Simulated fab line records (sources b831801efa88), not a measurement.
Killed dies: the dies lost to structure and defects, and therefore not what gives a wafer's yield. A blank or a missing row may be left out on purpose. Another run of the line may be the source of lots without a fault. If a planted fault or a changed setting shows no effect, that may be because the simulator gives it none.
Chamber matching	flow sky130	SKY_CONTACT_CMP_04 on cmp-01 has 4 sister chambers
The step polishes SiO2. 7 wafers are shown with their chamber, then 7 later ones without.

== WAFERS, EACH WITH ITS CHAMBER ==
wafer	chamber	motor_current_A (A)	time_to_endpoint_s (s)
L823.4	2	12.1	82
L835.2	3	11.6	85
L836.1	0	12.7	83
L836.3	3	11.7	81
L836.6	1	11.3	80
L841.2	0	12.8	90
L841.3	1	11.0	85

== WAFERS WITHOUT THEIR CHAMBER ==
wafer	motor_current_A (A)	time_to_endpoint_s (s)
L841.5	11.7	90
L842.1	12.6	81
L842.4	11.0	81
L842.5	12.8	79
L843.2	11.3	81
L843.4	11.9	83
L843.5	12.4	81

== WHICH CHAMBER EACH WENT THROUGH ==
wafer	from the rows above	in truth
L841.5	can't be placed: 3 or 2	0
L842.1	can't be placed: 0 or 2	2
L842.4	1	1
L842.5	0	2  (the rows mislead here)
L843.2	can't be placed: 1 or 3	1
L843.4	can't be placed: 2 or 3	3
L843.5	can't be placed: 2 or 0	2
1 of 7 placed correctly. Can't be placed from these rows: 5 (the true chamber is among the candidates in 4). Wrongly placed: 1.
How it was worked out, from the rows above alone: a wafer's distance from a chamber is the root of the sum, over the readings, of the square of ((its reading less the chamber's mean) divided by the reading's scatter). The wafer belongs to the nearest chamber; if the next one is less than 2 further off, it can't be placed. Each chamber's mean is taken over the wafers shown for it. The scatter: the root of (the sum of the squares of (reading less its chamber's mean) over the shown wafers, divided by (wafers less chambers)).
